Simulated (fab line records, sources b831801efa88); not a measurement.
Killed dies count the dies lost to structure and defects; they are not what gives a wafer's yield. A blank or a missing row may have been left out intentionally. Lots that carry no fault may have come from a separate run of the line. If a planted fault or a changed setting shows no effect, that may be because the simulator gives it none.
Which tool was responsible? || flow gf180mcu || 11 lots, 33 wafers sampled, at 6 steps of a route of 602

## WHAT EACH GAUGE READ, for each wafer
GF_V2_THK_MEAS_01. Usual: V2_CVD_00_THK gives 604 nm (standard deviation 6.8).
{"lot": "L254", "measured": "day 19 11:29", "on": "film metro-01", "V2_CVD_00_THK (nm)": "601 602 606", "flag": ""}
{"lot": "L255", "measured": "day 20 11:43", "on": "film metro-04", "V2_CVD_00_THK (nm)": "599 598 596", "flag": ""}
{"lot": "L262", "measured": "day 23 07:10", "on": "film metro-01", "V2_CVD_00_THK (nm)": "595 605 597", "flag": ""}
{"lot": "L266", "measured": "day 24 08:23", "on": "film metro-03", "V2_CVD_00_THK (nm)": "605 603 602", "flag": ""}
{"lot": "L267", "measured": "day 24 12:14", "on": "film metro-04", "V2_CVD_00_THK (nm)": "612 604 600", "flag": ""}
{"lot": "L272", "measured": "day 26 09:38", "on": "film metro-01", "V2_CVD_00_THK (nm)": "611 606 603", "flag": ""}
{"lot": "L274", "measured": "day 26 18:28", "on": "film metro-04", "V2_CVD_00_THK (nm)": "611 615 618", "flag": ""}
{"lot": "L275", "measured": "day 27 05:09", "on": "film metro-04", "V2_CVD_00_THK (nm)": "602 607 600", "flag": ""}
{"lot": "L276", "measured": "day 27 10:29", "on": "film metro-04", "V2_CVD_00_THK (nm)": "602 610 609", "flag": ""}

## WHAT TOOL EACH LOT RAN ON (gives the tool, then ch and the chambers of the sampled wafers, and finally the start)
{"lot": "L254", "GF_CONTACT_ETCH_16": "rie diel-01 ch 0,1,3, day 16 07:31", "GF_CONTACT_ETCH_17": "rie diel-01 ch 0,1,3, day 16 07:41 or earlier", "GF_CONTACT_STRIP_18": "plasma asher-04 ch 0,1, day 16 07:41", "GF_M2_SPUTTER_02": "pvd sputter-02, day 18 09:54", "GF_M2_METAL_ETCH_16": "rie metal-02 ch 0,1, day 19 10:44"}
{"lot": "L255", "GF_CONTACT_ETCH_16": "rie diel-01 ch 0,2, day 17 05:32", "GF_CONTACT_ETCH_17": "rie diel-01 ch 0,2, day 17 05:43 or earlier", "GF_CONTACT_STRIP_18": "plasma asher-04 ch 0, day 17 05:43", "GF_M2_SPUTTER_02": "pvd sputter-03, day 19 09:42", "GF_M2_METAL_ETCH_16": "rie metal-02 ch 0, day 20 10:52"}
{"lot": "L262", "GF_CONTACT_ETCH_16": "rie diel-01 ch 0,1,3, day 20 02:04", "GF_CONTACT_ETCH_17": "rie diel-01 ch 0,1,3, day 20 02:14 or earlier", "GF_CONTACT_STRIP_18": "plasma asher-02 ch 0,1, day 20 02:14", "GF_M2_SPUTTER_02": "pvd sputter-02, day 22 07:41", "GF_M2_METAL_ETCH_16": "rie metal-03 ch 0,1, day 23 06:23"}
{"lot": "L263", "GF_CONTACT_ETCH_16": "rie diel-02 ch 1,2,3, day 20 07:22", "GF_CONTACT_ETCH_17": "rie diel-02 ch 1,2,3, day 20 07:34 or earlier", "GF_CONTACT_STRIP_18": "plasma asher-02 ch 0,1, day 20 07:34", "GF_M2_SPUTTER_02": "-", "GF_M2_METAL_ETCH_16": "-"}
{"lot": "L265", "GF_CONTACT_ETCH_16": "rie diel-04 ch 0,1, day 20 12:29", "GF_CONTACT_ETCH_17": "rie diel-04 ch 0,1, day 20 12:39 or earlier", "GF_CONTACT_STRIP_18": "plasma asher-02 ch 0,1, day 20 12:39", "GF_M2_SPUTTER_02": "-", "GF_M2_METAL_ETCH_16": "-"}
{"lot": "L266", "GF_CONTACT_ETCH_16": "rie diel-04 ch 0,2,3, day 21 04:31", "GF_CONTACT_ETCH_17": "rie diel-04 ch 0,2,3, day 21 04:41 or earlier", "GF_CONTACT_STRIP_18": "plasma asher-02 ch 0,1, day 21 04:41", "GF_M2_SPUTTER_02": "pvd sputter-04, day 23 08:18", "GF_M2_METAL_ETCH_16": "rie metal-04 ch 0,1, day 24 07:40"}
{"lot": "L267", "GF_CONTACT_ETCH_16": "rie diel-04 ch 0,1,3, day 21 08:23", "GF_CONTACT_ETCH_17": "rie diel-04 ch 0,1,3, day 21 08:33 or earlier", "GF_CONTACT_STRIP_18": "plasma asher-04 ch 0,1, day 21 08:33", "GF_M2_SPUTTER_02": "pvd sputter-04, day 23 11:59", "GF_M2_METAL_ETCH_16": "rie metal-04 ch 0,1, day 24 11:29"}
{"lot": "L272", "GF_CONTACT_ETCH_16": "rie diel-04 ch 0,1,2, day 23 08:20", "GF_CONTACT_ETCH_17": "rie diel-04 ch 0,1,2, day 23 08:30 or earlier", "GF_CONTACT_STRIP_18": "plasma asher-04 ch 0,1, day 23 08:30", "GF_M2_SPUTTER_02": "pvd sputter-04, day 25 10:18", "GF_M2_METAL_ETCH_16": "rie metal-02 ch 0,1, day 26 08:53"}
{"lot": "L274", "GF_CONTACT_ETCH_16": "rie diel-04 ch 1,2,3, day 23 19:31", "GF_CONTACT_ETCH_17": "rie diel-04 ch 1,2,3, day 23 19:40 or earlier", "GF_CONTACT_STRIP_18": "plasma asher-03 ch 0,1, day 23 19:40", "GF_M2_SPUTTER_02": "pvd sputter-03, day 25 20:15", "GF_M2_METAL_ETCH_16": "rie metal-04 ch 1, day 26 17:37"}
{"lot": "L275", "GF_CONTACT_ETCH_16": "rie diel-01 ch 0,1,3, day 24 05:58", "GF_CONTACT_ETCH_17": "rie diel-01 ch 0,1,3, day 24 06:10 or earlier", "GF_CONTACT_STRIP_18": "plasma asher-03 ch 0,1, day 24 06:10", "GF_M2_SPUTTER_02": "pvd sputter-03, day 26 06:37", "GF_M2_METAL_ETCH_16": "rie metal-03 ch 0,1, day 27 04:24"}
{"lot": "L276", "GF_CONTACT_ETCH_16": "rie diel-02 ch 1,3, day 24 11:28", "GF_CONTACT_ETCH_17": "rie diel-02 ch 1,3, day 24 11:40 or earlier", "GF_CONTACT_STRIP_18": "plasma asher-03 ch 0,1, day 24 11:40", "GF_M2_SPUTTER_02": "pvd sputter-02, day 26 12:27", "GF_M2_METAL_ETCH_16": "rie metal-03 ch 0,1, day 27 09:44"}
- GF_CONTACT_ETCH_16: etches BARC in N2/H2.
- GF_CONTACT_ETCH_17: etches SiO2 in C4F8/O2/Ar, stops on CoSi2, target depth 860 nm.
- GF_CONTACT_STRIP_18: strips in O2/N2.
- GF_M2_SPUTTER_02: material AlCu, target thk 450 nm, time 23.9 s.
- GF_M2_METAL_ETCH_16: etches the open film in Cl2/BCl3, stops on SiO2, target depth 750.8 nm, time 125.1 s.

## WHAT THE TOOLS THEMSELVES READ (means of the sampled wafers that have a number; where no wafer has one, the mark that the record gives instead)
GF_CONTACT_ETCH_16. Usual: bias w 100.04 W, standard deviation 0.27; chamber pressure mTorr 30.000 mTorr, standard deviation 0.027; drypump motor current A 5.9 A, standard deviation 0.45; oes product au 0.854 a.u., standard deviation 0.0047; throttle valve pct 13.225 %, standard deviation 0.0098.
{"lot": "L254", "tool": "rie diel-01", "bias w (W)": 100.20, "chamber pressure mTorr (mTorr)": 29.980, "drypump motor current A (A)": 6.0, "oes product au (a.u.)": 0.855, "throttle valve pct (%)": 13.224, "flag": ""}
{"lot": "L255", "tool": "rie diel-01", "bias w (W)": 100.15, "chamber pressure mTorr (mTorr)": 29.998, "drypump motor current A (A)": 6.0, "oes product au (a.u.)": 0.861, "throttle valve pct (%)": 13.221, "flag": ""}
{"lot": "L262", "tool": "rie diel-01", "bias w (W)": 99.95, "chamber pressure mTorr (mTorr)": 29.987, "drypump motor current A (A)": 6.0, "oes product au (a.u.)": 0.848, "throttle valve pct (%)": 13.215, "flag": ""}
{"lot": "L263", "tool": "rie diel-02", "bias w (W)": "-", "chamber pressure mTorr (mTorr)": "-", "drypump motor current A (A)": "-", "oes product au (a.u.)": "-", "throttle valve pct (%)": "-", "flag": "OFF"}
{"lot": "L265", "tool": "rie diel-04", "bias w (W)": "-", "chamber pressure mTorr (mTorr)": "-", "drypump motor current A (A)": "-", "oes product au (a.u.)": "-", "throttle valve pct (%)": "-", "flag": "OFF"}
{"lot": "L266", "tool": "rie diel-04", "bias w (W)": 99.75, "chamber pressure mTorr (mTorr)": 30.003, "drypump motor current A (A)": 5.8, "oes product au (a.u.)": 0.856, "throttle valve pct (%)": 13.229, "flag": ""}
{"lot": "L267", "tool": "rie diel-04", "bias w (W)": 99.91, "chamber pressure mTorr (mTorr)": 30.032, "drypump motor current A (A)": 6.2, "oes product au (a.u.)": 0.852, "throttle valve pct (%)": 13.231, "flag": ""}
{"lot": "L272", "tool": "rie diel-04", "bias w (W)": 100.29, "chamber pressure mTorr (mTorr)": 30.003, "drypump motor current A (A)": 5.7, "oes product au (a.u.)": 0.857, "throttle valve pct (%)": 13.229, "flag": ""}
{"lot": "L274", "tool": "rie diel-04", "bias w (W)": 99.71, "chamber pressure mTorr (mTorr)": 30.019, "drypump motor current A (A)": 5.9, "oes product au (a.u.)": 0.853, "throttle valve pct (%)": 13.229, "flag": ""}
{"lot": "L275", "tool": "rie diel-01", "bias w (W)": 99.85, "chamber pressure mTorr (mTorr)": 29.998, "drypump motor current A (A)": 6.0, "oes product au (a.u.)": 0.854, "throttle valve pct (%)": 13.228, "flag": ""}
{"lot": "L276", "tool": "rie diel-02", "bias w (W)": 100.06, "chamber pressure mTorr (mTorr)": 29.991, "drypump motor current A (A)": 5.3, "oes product au (a.u.)": 0.854, "throttle valve pct (%)": 13.228, "flag": ""}

GF_CONTACT_ETCH_17. Usual: bias w 1200 W, standard deviation 3.7; chamber pressure mTorr 40.00 mTorr, standard deviation 0.037; oes product au 0.814 a.u., standard deviation 0.0047.
{"lot": "L254", "tool": "rie diel-01", "bias w (W)": 1202, "chamber pressure mTorr (mTorr)": 40.04, "oes product au (a.u.)": 0.812, "flag": ""}
{"lot": "L255", "tool": "rie diel-01", "bias w (W)": 1200, "chamber pressure mTorr (mTorr)": 39.99, "oes product au (a.u.)": 0.810, "flag": ""}
{"lot": "L262", "tool": "rie diel-01", "bias w (W)": 1200, "chamber pressure mTorr (mTorr)": 39.97, "oes product au (a.u.)": 0.815, "flag": ""}
{"lot": "L263", "tool": "rie diel-02", "bias w (W)": 1201, "chamber pressure mTorr (mTorr)": 40.05, "oes product au (a.u.)": 0.370, "flag": "OFF"}
{"lot": "L265", "tool": "rie diel-04", "bias w (W)": 1204, "chamber pressure mTorr (mTorr)": 40.00, "oes product au (a.u.)": 0.375, "flag": "OFF"}
{"lot": "L266", "tool": "rie diel-04", "bias w (W)": 1199, "chamber pressure mTorr (mTorr)": 40.00, "oes product au (a.u.)": 0.816, "flag": ""}
{"lot": "L267", "tool": "rie diel-04", "bias w (W)": 1201, "chamber pressure mTorr (mTorr)": 40.00, "oes product au (a.u.)": 0.818, "flag": ""}
{"lot": "L272", "tool": "rie diel-04", "bias w (W)": 1203, "chamber pressure mTorr (mTorr)": 40.01, "oes product au (a.u.)": 0.816, "flag": ""}
{"lot": "L274", "tool": "rie diel-04", "bias w (W)": 1200, "chamber pressure mTorr (mTorr)": 39.96, "oes product au (a.u.)": 0.816, "flag": ""}
{"lot": "L275", "tool": "rie diel-01", "bias w (W)": 1201, "chamber pressure mTorr (mTorr)": 40.00, "oes product au (a.u.)": 0.817, "flag": ""}
{"lot": "L276", "tool": "rie diel-02", "bias w (W)": 1199, "chamber pressure mTorr (mTorr)": 39.97, "oes product au (a.u.)": 0.818, "flag": ""}

GF_CONTACT_STRIP_18. Usual: drypump motor current A 5.5 A, standard deviation 0.37; heater power w 355 W, standard deviation 33; oes product au 0.581 a.u., standard deviation 0.0049.
{"lot": "L254", "tool": "plasma asher-04", "drypump motor current A (A)": 5.3, "heater power w (W)": 364, "oes product au (a.u.)": 0.583, "flag": ""}
{"lot": "L255", "tool": "plasma asher-04", "drypump motor current A (A)": 5.1, "heater power w (W)": 354, "oes product au (a.u.)": 0.579, "flag": ""}
{"lot": "L262", "tool": "plasma asher-02", "drypump motor current A (A)": 5.7, "heater power w (W)": 324, "oes product au (a.u.)": 0.577, "flag": ""}
{"lot": "L263", "tool": "plasma asher-02", "drypump motor current A (A)": 5.6, "heater power w (W)": 330, "oes product au (a.u.)": 0.595, "flag": ""}
{"lot": "L265", "tool": "plasma asher-02", "drypump motor current A (A)": 5.7, "heater power w (W)": 323, "oes product au (a.u.)": 0.604, "flag": "OFF"}
{"lot": "L266", "tool": "plasma asher-02", "drypump motor current A (A)": 5.8, "heater power w (W)": 326, "oes product au (a.u.)": 0.580, "flag": ""}
{"lot": "L267", "tool": "plasma asher-04", "drypump motor current A (A)": 5.3, "heater power w (W)": 367, "oes product au (a.u.)": 0.580, "flag": ""}
{"lot": "L272", "tool": "plasma asher-04", "drypump motor current A (A)": 5.4, "heater power w (W)": 378, "oes product au (a.u.)": 0.584, "flag": ""}
{"lot": "L274", "tool": "plasma asher-03", "drypump motor current A (A)": 5.2, "heater power w (W)": 333, "oes product au (a.u.)": 0.579, "flag": ""}
{"lot": "L275", "tool": "plasma asher-03", "drypump motor current A (A)": 5.3, "heater power w (W)": 330, "oes product au (a.u.)": 0.584, "flag": ""}
{"lot": "L276", "tool": "plasma asher-03", "drypump motor current A (A)": 5.2, "heater power w (W)": 333, "oes product au (a.u.)": 0.577, "flag": ""}

GF_M2_SPUTTER_02. Usual: 30.3 % for throttle valve pct, sd 1.2.
{"lot": "L254", "tool": "pvd sputter-02", "throttle valve pct (%)": 30.2, "flag": ""}
{"lot": "L255", "tool": "pvd sputter-03", "throttle valve pct (%)": 30.1, "flag": ""}
{"lot": "L262", "tool": "pvd sputter-02", "throttle valve pct (%)": 30.7, "flag": ""}
{"lot": "L266", "tool": "pvd sputter-04", "throttle valve pct (%)": 29.8, "flag": ""}
{"lot": "L267", "tool": "pvd sputter-04", "throttle valve pct (%)": 30.1, "flag": ""}
{"lot": "L272", "tool": "pvd sputter-04", "throttle valve pct (%)": 29.7, "flag": ""}
{"lot": "L274", "tool": "pvd sputter-03", "throttle valve pct (%)": 29.7, "flag": ""}
{"lot": "L275", "tool": "pvd sputter-03", "throttle valve pct (%)": 30.6, "flag": ""}
{"lot": "L276", "tool": "pvd sputter-02", "throttle valve pct (%)": 30.6, "flag": ""}

GF_M2_METAL_ETCH_16. Usual: bcl3 flow sccm 40.03 sccm, standard deviation 0.13; bias w 140.0 W, standard deviation 0.39; drypump motor current A 5.79 A, standard deviation 0.25; oes product au 0.990 a.u., standard deviation 0.0068; throttle valve pct 28.230 %, standard deviation 0.011.
{"lot": "L254", "tool": "rie metal-02", "bcl3 flow sccm (sccm)": 40.07, "bias w (W)": 140.2, "drypump motor current A (A)": 6.00, "oes product au (a.u.)": 0.987, "throttle valve pct (%)": 28.230, "flag": ""}
{"lot": "L255", "tool": "rie metal-02", "bcl3 flow sccm (sccm)": 40.04, "bias w (W)": 140.2, "drypump motor current A (A)": 5.77, "oes product au (a.u.)": 0.991, "throttle valve pct (%)": 28.226, "flag": ""}
{"lot": "L262", "tool": "rie metal-03", "bcl3 flow sccm (sccm)": 39.89, "bias w (W)": 140.6, "drypump motor current A (A)": 5.69, "oes product au (a.u.)": 0.997, "throttle valve pct (%)": 28.228, "flag": ""}
{"lot": "L266", "tool": "rie metal-04", "bcl3 flow sccm (sccm)": 40.10, "bias w (W)": 139.9, "drypump motor current A (A)": 5.60, "oes product au (a.u.)": 0.991, "throttle valve pct (%)": 28.225, "flag": ""}
{"lot": "L267", "tool": "rie metal-04", "bcl3 flow sccm (sccm)": 40.07, "bias w (W)": 139.9, "drypump motor current A (A)": 5.59, "oes product au (a.u.)": 0.986, "throttle valve pct (%)": 28.233, "flag": ""}
{"lot": "L272", "tool": "rie metal-02", "bcl3 flow sccm (sccm)": 40.10, "bias w (W)": 139.8, "drypump motor current A (A)": 5.98, "oes product au (a.u.)": 0.991, "throttle valve pct (%)": 28.233, "flag": ""}
{"lot": "L274", "tool": "rie metal-04", "bcl3 flow sccm (sccm)": 40.07, "bias w (W)": 139.8, "drypump motor current A (A)": 6.03, "oes product au (a.u.)": 0.988, "throttle valve pct (%)": 28.228, "flag": ""}
{"lot": "L275", "tool": "rie metal-03", "bcl3 flow sccm (sccm)": 39.97, "bias w (W)": 139.7, "drypump motor current A (A)": 5.70, "oes product au (a.u.)": 0.993, "throttle valve pct (%)": 28.227, "flag": ""}
{"lot": "L276", "tool": "rie metal-03", "bcl3 flow sccm (sccm)": 39.93, "bias w (W)": 139.5, "drypump motor current A (A)": 5.81, "oes product au (a.u.)": 0.993, "throttle valve pct (%)": 28.235, "flag": ""}

## THE ANSWER, worked out from the rows above alone
Rule: a lot is off if the mean of its wafers that have a number lies more than 3 standard deviations from the usual mean. A lot without any number at a reading at which 4 lots or more have one is off too. All remaining lots with rows at the step are treated as sound. The gauges are gone through in route order, then the tools' own readings, and for those a lot's mean is taken as printed above. At the first step where some lot is off, the reading lying furthest off is the one used; lots without a number count as furthest.
Off at GF_CONTACT_ETCH_16 (bias w): L263, L265. Without a number there: L263, L265.
A tool fits if, at that step or a process step before it, it ran every lot that is off, and no sound lot after the first of them. No candidate that was tried fits.

## WHAT THE SIMULATOR HAD INSERTED
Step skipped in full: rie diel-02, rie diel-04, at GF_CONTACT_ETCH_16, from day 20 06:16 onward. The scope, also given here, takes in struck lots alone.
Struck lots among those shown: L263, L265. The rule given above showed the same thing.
